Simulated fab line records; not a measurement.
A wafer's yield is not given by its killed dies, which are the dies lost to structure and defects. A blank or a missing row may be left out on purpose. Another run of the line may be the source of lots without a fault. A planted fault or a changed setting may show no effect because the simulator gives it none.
2 desks looking at one fault | flow gf180mcu | each desk holds nothing but its own numbers, with what lay behind them at the end

== THE METROLOGY DESK ==
Means of the sampled wafers that have a number, per lot and without regard to the tool the lot ran on: this is what the gauges read. The brackets show how far a lot's mean lies from the usual mean; more than 4 standard deviations puts the lot out of limits, marked OUT.
Columns: A = V2_W_THK at GF_V2_THK_MEAS_25, usual 345 nm
lot  | first seen here | A
L568 | day 20 14:10    | 346
L569 | day 21 13:57    | 349
L571 | day 22 04:30    | 349
L570 | day 22 09:14    | 339
L572 | day 22 16:13    | 344
L573 | day 22 20:04    | 348
L574 | day 23 11:07    | 354
L580 | day 25 07:59    | 346
L581 | day 25 12:01    | 346
L588 | day 27 17:28    | 345
L589 | day 28 03:29    | 344
L590 | day 28 08:48    | 347
L591 | day 28 13:26    | 349
This desk's finding: nothing out of limits on any of the 13 lots.

== THE TOOL OWNER'S DESK: cmp-02 ==
The tool's own readings at GF_CONTACT_CMP_27 (polishes, stops on SiO2, t overpolish 15 s, target thk 0 nm): means of the sampled wafers that have a number, for each lot that ran on this tool. The brackets show how far a lot's mean lies from the usual mean; more than 4 standard deviations puts the lot out of limits, marked OUT.
Columns: A = headPressurePsi at GF_CONTACT_CMP_27, usual 3.500 psi; B = motorCurrentA at GF_CONTACT_CMP_27, usual 10.9 A; C = overpolishRunS at GF_CONTACT_CMP_27, usual 15.000 s; D = timeToEndpointS at GF_CONTACT_CMP_27, usual 72 s
lot  | first seen here | A     | B    | C                        | D
L568 | day 16 08:25    | 3.500 | 11.4 | 14.988                   | 70
L571 | day 17 21:09    | 3.498 | 10.5 | 14.991                   | 73
L581 | day 21 09:20    | 3.497 | 10.3 | 10.013 (-99 or more) OUT | 87 (+4.3) OUT
L591 | day 24 18:34    | 3.514 | 11.2 | 15.001                   | 75
This desk finds L581 out of limits, L581 being first, at day 21 09:20 (overpolishRunS at GF_CONTACT_CMP_27). L568, L571, L591: within limits.

== BROUGHT TOGETHER ==
The tool owner's desk could have raised an alarm at day 21 09:20, on L581.
At the metrology desk, nothing out of limits was observed.
The metrology desk holds a record of L581, inside its limits.
Every lot named ran GF_CONTACT_CMP_27 on cmp-02.

== WHAT HAD BEEN PUT IN BY THE SIMULATOR ==
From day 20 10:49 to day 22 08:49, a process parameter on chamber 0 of cmp-02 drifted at GF_CONTACT_CMP_27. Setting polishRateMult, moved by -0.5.
Struck lots among those shown: L581.
Hours from the fault's start to each desk's first reading out of limits: the tool owner's desk, 23.
